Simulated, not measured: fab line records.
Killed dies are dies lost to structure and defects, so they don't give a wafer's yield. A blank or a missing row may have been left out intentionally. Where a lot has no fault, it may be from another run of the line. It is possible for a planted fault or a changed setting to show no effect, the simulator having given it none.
The tool behind it: which one?    flow sky130    33 wafers from 11 lots sampled at 3 of the route's 708 steps

## WHAT THE GAUGES SHOWED, per wafer
SKY_VIA1_THK_MEAS_01.
lot   measured      on             VIA1_HDPCVD_THK (nm)
L949  day 32 21:45  film-metro-03  1030 1050 1026
L950  day 33 06:16  film-metro-04  1028 1029 1024
L952  day 33 23:41  film-metro-03  1018 1038 1041
L951  day 34 00:41  film-metro-03  1039 1046 1058
L953  day 34 11:24  film-metro-03  1015 1019 1028
L956  day 35 05:14  film-metro-03  2042 2051 2075
L957  day 36 00:57  film-metro-03  1044 1034 1039
L967  day 38 23:53  film-metro-04  2095 2084 2078
L969  day 39 05:49  film-metro-03  1048 1052 1049
L970  day 40 00:41  film-metro-02  1036 1046 1047
L972  day 40 16:40  film-metro-04  1048 1026 1041

## TOOL THAT RAN EACH LOT (tool first, then ch and the chambers of the sampled wafers, then the start)
lot   SKY_LOCAL_INTERCONNECT_STRIP_15       SKY_VIA1_HDPCVD_00
L949  plasma-asher-01 ch 0,1, day 30 10:26  hdpcvd-02 ch 0,1,2, day 32 21:40
L950  plasma-asher-02 ch 0,1, day 30 20:16  hdpcvd-01 ch 0,1,2, day 33 06:11
L952  plasma-asher-03 ch 0,1, day 31 12:10  hdpcvd-02 ch 0,1,2, day 33 23:34
L951  plasma-asher-01 ch 0,1, day 31 14:04  hdpcvd-01 ch 0,1, day 34 00:34
L953  plasma-asher-03 ch 0,1, day 32 01:26  hdpcvd-02 ch 0,2, day 34 11:16
L956  plasma-asher-03 ch 0,1, day 32 19:13  hdpcvd-02 ch 1,2, day 35 04:49
L957  plasma-asher-02 ch 0,1, day 33 15:59  hdpcvd-02 ch 0,1, day 36 00:49
L967  plasma-asher-02 ch 0,1, day 36 15:39  hdpcvd-01 ch 1,2, day 38 23:30
L969  plasma-asher-02 ch 0,1, day 36 22:40  hdpcvd-01 ch 0,2, day 39 05:43
L970  plasma-asher-02 ch 0,1, day 37 17:46  hdpcvd-01 ch 1,2, day 40 00:34
L972  plasma-asher-03 ch 0,1, day 38 09:08  hdpcvd-02 ch 0,2, day 40 16:33
- SKY_LOCAL_INTERCONNECT_STRIP_15: strips in O2/N2.
- SKY_VIA1_HDPCVD_00: deposits SiO2, target thk 1030 nm, time 171.7 s.

## THE ANSWER, worked out from the rows above alone
Rule: what is usual is taken from the lots themselves. The widest of any qualifying gaps counts: lots, ordered by their means at a reading, are off when they make up no more than a third of the lots, leave a main group of 4 or more, and stand apart from it by 3 or more times the standard deviation of that group's means. A main group is skipped when, at the precision printed for the reading in the tables above, its means are all equal. A lot without any number at a reading at which 4 lots or more have one is off too. All remaining lots with rows at the step are treated as sound.
Off: L956, L967, seen at SKY_VIA1_THK_MEAS_01 (VIA1_HDPCVD_THK). Main group: mean 1037 nm, sd 8.9.
If a tool, at a process step before that reading, ran all the lots that are off and no sound lot after the first of them, it fits. Those tools and the gauges at SKY_VIA1_THK_MEAS_01 are tried in the same way. Not one of the candidates tried fits.

## WHAT THE SIMULATOR HAD PUT IN
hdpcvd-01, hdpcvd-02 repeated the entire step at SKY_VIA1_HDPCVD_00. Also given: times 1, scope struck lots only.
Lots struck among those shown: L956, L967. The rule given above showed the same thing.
